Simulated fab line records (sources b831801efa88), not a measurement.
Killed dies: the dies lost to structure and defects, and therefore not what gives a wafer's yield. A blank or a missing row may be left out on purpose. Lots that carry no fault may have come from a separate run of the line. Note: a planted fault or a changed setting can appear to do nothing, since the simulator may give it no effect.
Comparing a struck lot with a sound one | flow gf180mcu | 18 steps out of a route of 602
Sound: the wafers L814.1, L814.2, L814.5. Struck: wafer L832.5. (L832.3, L832.6 of the same lot were not struck and are left out.) The cause comes at the end.
At each step with rows: each side's tool, then ch and its chambers, then its first start. Under that, the readings that differ: sound wafers | struck wafers | difference of the means | sigmas: that difference in standard deviations of wafers without a fault.
alike: words and numbers the same on both sides, and readings whose means are apart by under 2 such deviations; not compared: readings that were withheld, readings missing a value for some wafer, numbers with overlapping values and no deviation given by the record, and bounds like >300 which may hide the same value.
A row with sigmas, a row that says differs or no value, or rows on one side alone: a step with any of these is where the two part. When numbers do not overlap yet have no deviation, they are printed without sigmas and do not part them. Lack of a reading on every wafer of one side parts them only where that side has two or more wafers.

first, 5 steps without rows for these wafers: GF_V2_COAT_09 (resist thk 1000 nm); GF_V2_SOFTBAKE_10 (time 60 s); GF_V2_EXPOSE_11 (exposes mask Via2, target cd 260 nm); GF_V2_PEB_12 (peb time 90 s); GF_V2_DEVELOP_13 (develop time 60 s).
GF_V2_CD_MEAS_14 targets a cd of 260 nm.
  sound: cd_sem-02 at day 20 13:28; struck: cd_sem-01 at day 26 09:26
  alike: cd_nm
GF_V2_OVL_MEAS_15:
  sound: overlay-02 at day 20 13:35; struck: overlay-01 at day 26 09:31
  reading     | sound   | struck | difference | sigmas
  V2_OVL (nm) | 7 11 11 | -3     | -13        | -2
GF_V2_ETCH_16: etches BARC in N2/H2.
  sound on rie_diel-02 ch 2,3, day 20 13:37; struck on rie_diel-02 ch 0, day 26 09:32
  alike: chamber_pressure_mTorr, drypump_motor_current_A, oes_product_au, throttle_valve_pct
GF_V2_ETCH_17: etches SiO2 in C4F8/O2/Ar, stops on TiN, target depth 630 nm.
  sound: rie_diel-02 ch 2,3; struck: rie_diel-02 ch 0
  alike: chamber_pressure_mTorr, oes_product_au
GF_V2_STRIP_18: strips in O2/N2.
  sound on plasma_asher-02 ch 0,1, day 20 13:44; struck on plasma_asher-02 ch 1, day 26 09:43
  alike: chamber_pressure_mTorr, drypump_motor_current_A, heater_power_w, o2_flow_sccm, oes_product_au
  not compared: rf_hours_counter_h
then, 2 steps without rows for these wafers: GF_V2_STRIP_19 (strips in post etch residue remover, time 1200 s); GF_V2_CLEAN_20 (cleans in DIW).
GF_V2_SPUTTER_21: material Ti, target thk 15 nm, time 80.02 s.
  sound: pvd_sputter-04 at day 20 14:17; struck: pvd_sputter-04 at day 26 10:13
  reading                               | sound             | struck | difference | sigmas
  model.Ti_of_V2_SPUTTER_21.thk_nm (nm) | 14.85 14.64 14.38 | 28.52  | +13.90     |
  alike: throttle_valve_pct
GF_V2_SPUTTER_22: material TiN, target thk 10 nm, time 40 s.
  sound: pvd_sputter-04 at day 20 14:20; struck: pvd_sputter-04 at day 26 10:16
  alike: throttle_valve_pct
GF_V2_CVD_23: deposits W, target thk 350 nm, time 104.94 s.
  sound on cvd_w-01 ch 0,1, day 20 14:23; struck on cvd_w-02 ch 0, day 26 10:23
  alike: heater_power_w
GF_V2_RS_MEAS_24: uses a four-point probe to measure.
  sound: film_metro-03 at day 20 14:29; struck: film_metro-04 at day 26 10:52
  alike: V2_W_RS
  not compared: hold
GF_V2_THK_MEAS_25: measures by xrf.
  sound: film_metro-03 at day 20 14:37; struck: film_metro-04 at day 26 19:44
  reading       | sound       | struck                   | difference                   | sigmas
  hold          | - - -       | await_dispo/8.7h/release | no value on the sound wafers |
  V2_W_THK (nm) | 362 360 360 | 351                      | -10                          | -2
following that, these wafers have no rows for 1 step: GF_PASSIVATION_PROBE_99.

== WHERE THEY PART ==
Last at GF_V2_THK_MEAS_25 as far as this record goes, first at GF_V2_OVL_MEAS_15.

WHY: what the simulator had put in
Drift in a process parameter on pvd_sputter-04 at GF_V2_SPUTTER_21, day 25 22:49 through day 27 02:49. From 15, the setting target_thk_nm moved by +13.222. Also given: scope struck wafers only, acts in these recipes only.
